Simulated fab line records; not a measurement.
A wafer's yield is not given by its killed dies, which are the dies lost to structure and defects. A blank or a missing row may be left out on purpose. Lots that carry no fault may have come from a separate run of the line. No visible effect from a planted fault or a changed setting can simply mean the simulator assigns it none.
Which tool is to blame?    flow sky130    39 wafers from 13 lots sampled at 4 of the route's 708 steps

WHAT THE GAUGES SHOWED, per wafer
SKY_CAP2M_OVL_MEAS_12.
lot   measured      on          CAP2M_OVL (nm)
L990  day 40 13:33  overlay-01  1.6 -0.2 0.4
L995  day 42 15:15  overlay-01  3.6 3.3 2.7
L997  day 42 18:35  overlay-02  3.1 2.6 2.9
L998  day 42 21:50  overlay-02  -0.1 -0.6 -0.1
L101  day 43 19:25  overlay-01  -1.8 0.0 -0.6
L105  day 44 21:38  overlay-01  0.8 0.7 2.4
L107  day 45 14:18  overlay-02  0.0 0.6 1.2
L108  day 46 05:10  overlay-01  0.9 1.4 -0.6
L109  day 46 05:27  overlay-01  -0.1 0.9 0.3
L111  day 46 07:48  overlay-02  1.4 0.9 1.3
L110  day 46 09:11  overlay-01  -0.2 0.1 -0.1
L112  day 46 14:20  overlay-01  0.7 -0.2 -0.5
L113  day 46 19:53  overlay-02  0.1 0.3 -0.4

SKY_VIA4_THK_MEAS_01.
lot   measured      on             VIA4_HDPCVD_THK (nm)
L990  day 41 15:44  film_metro-04  1773 1748 1742
L995  day 43 15:44  film_metro-04  1749 1722 1747
L997  day 43 19:44  film_metro-03  803 811 796 803 810 796
L998  day 43 22:46  film_metro-03  797 808 1746 798 807 1747
L101  day 44 19:20  film_metro-04  1769 1752 1757
L105  day 45 20:55  film_metro-03  1755 1721 1744
L107  day 46 12:53  film_metro-03  1726 1714 1723
L108  day 47 04:57  film_metro-03  1759 1733 1736
L109  day 47 04:46  film_metro-02  1750 1760 1745
L111  day 47 06:34  film_metro-03  1721 1750 1708
L110  day 47 07:04  film_metro-03  1735 1735 1712
L112  day 47 13:14  film_metro-03  1738 1765 1738
L113  day 47 18:07  film_metro-04  1735 1744 1767

SKY_VIA4_OVL_MEAS_11.
lot   measured      on          VIA4_OVL (nm)
L990  day 42 16:08  overlay-01  0.5 -0.4 -0.4
L995  day 44 14:49  overlay-02  2.1 2.1 0.6
L997  day 44 19:05  overlay-02  0.3 1.0 0.3
L998  day 44 21:20  overlay-02  1.2 -0.9 -1.5
L101  day 45 16:40  overlay-01  2.0 2.7 1.8
L105  day 46 18:26  overlay-02  -1.0 0.3 -0.4
L107  day 47 09:39  overlay-02  -0.9 -1.4 -2.9
L108  day 48 01:04  overlay-02  0.6 0.3 0.0
L109  day 48 00:47  overlay-02  -2.3 -1.8 -1.7
L111  day 48 01:22  overlay-02  -1.0 -0.8 0.9
L110  day 48 01:40  overlay-02  -0.1 -1.3 -1.8
L112  day 48 08:32  overlay-02  -2.6 -3.1 -1.6
L113  day 48 13:05  overlay-02  -2.1 -2.7 -2.2

WHICH TOOL RAN EACH LOT (tool, then ch and the chambers of the sampled wafers, then the start)
lot   SKY_VIA4_HDPCVD_00
L990  hdpcvd-02 ch 0,1, day 41 15:32
L995  hdpcvd-02 ch 1,2, day 43 15:33
L997  hdpcvd-01 ch 0,1,2, day 43 19:34
L998  hdpcvd-01 ch 0,1,2, day 43 22:35
L101  hdpcvd-02 ch 0,1,2, day 44 19:13
L105  hdpcvd-02 ch 0,2, day 45 20:44
L107  hdpcvd-01 ch 1,2, day 46 12:41
L108  hdpcvd-02 ch 1,2, day 47 04:46
L109  hdpcvd-01 ch 0,1,2, day 47 04:35
L111  hdpcvd-01 ch 1,2, day 47 06:23
L110  hdpcvd-01 ch 0,1, day 47 06:50
L112  hdpcvd-01 ch 1,2, day 47 12:56
L113  hdpcvd-02 ch 1,2, day 47 17:56
- SKY_VIA4_HDPCVD_00: deposits SiO2, target thk 1750 nm, time 291.7 s.

WHAT THE TOOLS THEMSELVES READ (means of the sampled wafers that have a number; where no wafer has one, the mark that the record gives instead)
SKY_VIA4_HDPCVD_00.
lot   tool       pressure_mtorr (mTorr)
L990  hdpcvd-02  6.002
L995  hdpcvd-02  5.996
L997  hdpcvd-01  5.999
L998  hdpcvd-01  6.001
L101  hdpcvd-02  5.997
L105  hdpcvd-02  6.002
L107  hdpcvd-01  6.002
L108  hdpcvd-02  5.997
L109  hdpcvd-01  6.004
L111  hdpcvd-01  5.996
L110  hdpcvd-01  6.025
L112  hdpcvd-01  5.998
L113  hdpcvd-02  6.006

THE ANSWER, worked out from the rows above alone
Rule: what is usual is taken from the lots themselves. The widest of any qualifying gaps counts: lots, ordered by their means at a reading, are off when they make up no more than a third of the lots, leave a main group of 4 or more, and stand apart from it by 3 or more times the standard deviation of that group's means. Not used: any main group whose means are identical at the precision the tables above print for the reading. Also off: a lot with no number at a reading for which 4 or more lots have one. Any other lot the step has rows for is counted as sound. The gauges are gone through in route order, then the tools' own readings, and for those a lot's mean is taken as printed above. At the first step where some lot is off, the reading lying furthest off is the one used; lots without a number count as furthest.
Off: L997, L998, seen at SKY_VIA4_THK_MEAS_01 (VIA4_HDPCVD_THK). For the main group the mean is 1742 nm and the standard deviation 12.
A tool fits if, at a process step before that reading, it ran every lot that is off, and no sound lot after the first of them. Gauges at SKY_VIA4_THK_MEAS_01: tried the same way as those tools. None of those tried fits.

WHAT THE SIMULATOR HAD PUT IN
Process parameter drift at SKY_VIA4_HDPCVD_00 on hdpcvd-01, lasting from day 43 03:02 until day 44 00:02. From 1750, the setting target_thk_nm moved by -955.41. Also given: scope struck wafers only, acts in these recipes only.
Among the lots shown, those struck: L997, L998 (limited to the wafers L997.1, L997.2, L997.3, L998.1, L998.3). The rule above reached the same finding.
